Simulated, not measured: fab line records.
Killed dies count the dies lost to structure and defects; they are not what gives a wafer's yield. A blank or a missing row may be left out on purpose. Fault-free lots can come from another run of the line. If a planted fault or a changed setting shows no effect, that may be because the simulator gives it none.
Matching of chambers ; flow sky130 ; SKY_VIA4_CMP_21 on cmp-01: 4 sister chambers
The step polishes, stops on SiO2, t overpolish 25 s, target thk 0 nm. 20 wafers are shown with their chamber, then 10 later ones without.

WAFERS WITH THEIR CHAMBER
wafer;chamber;motor_current_A (A);time_to_endpoint_s (s);overpolish_run_s (s)
L191.2;3;9.7;122;25.010
L191.3;0;12.0;122;25.010
L191.4;2;11.5;117;25.010
L190.2;3;10.0;124;24.985
L190.5;3;10.0;119;25.005
L190.6;0;12.1;120;25.015
L192.1;1;13.0;117;24.989
L192.2;2;11.6;123;25.010
L192.4;3;10.2;121;25.010
L193.1;0;12.0;115;24.999
L193.2;1;13.6;121;25.017
L193.6;3;9.7;120;25.005
L197.2;2;11.3;117;25.005
L197.3;0;12.0;117;24.996
L197.6;3;9.7;122;24.999
L202.1;0;12.5;119;24.978
L202.2;3;9.8;119;25.006
L202.3;2;11.7;114;25.006
L204.3;3;9.8;117;25.005
L204.4;0;12.2;119;24.997

SIGNATURES (averages over the wafers above)
reading;chamber 0;chamber 1;chamber 2;chamber 3;scatter within a chamber
motor_current_A;12.133;13.300;11.525;9.863;0.209
time_to_endpoint_s;118.67;119.00;117.75;120.50;2.67
overpolish_run_s;24.99917;25.00300;25.00775;25.00313;0.0103
Rule: a wafer's distance from a chamber is the root of the sum, over the readings, of the square of ((its reading less the chamber's mean) divided by the reading's scatter). If the next closest chamber is less than 2 further off than the closest, the wafer can't be placed; otherwise it belongs to the closest. The scatter is the square root of a quotient: the sum, over the shown wafers, of each reading's squared deviation from its chamber's mean, divided by wafers minus chambers.

WAFERS MISSING THEIR CHAMBER
wafer;motor_current_A (A);time_to_endpoint_s (s);overpolish_run_s (s)
L204.5;12.0;116;24.992
L207.3;13.3;116;24.973
L207.4;12.8;113;24.996
L207.5;13.1;113;25.003
L206.3;11.3;114;25.002
L206.5;12.2;118;24.994
L206.6;13.6;118;24.998
L210.1;13.5;115;24.984
L210.2;11.8;112;25.002
L210.6;9.8;113;25.006

CHAMBER TAKEN BY EACH
wafer;from the rows above;in truth
L204.5;can't be placed: 0 or 2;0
L207.3;1;1
L207.4;can't be placed: 1 or 0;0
L207.5;1;1
L206.3;2;2
L206.5;0;0
L206.6;1;1
L210.1;1;1
L210.2;can't be placed: 2 or 0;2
L210.6;3;3
Placed correctly: 7 of 10. Cannot be placed on the basis of these rows: 3; the candidates contain the true chamber in 3. Wrongly placed: 0.
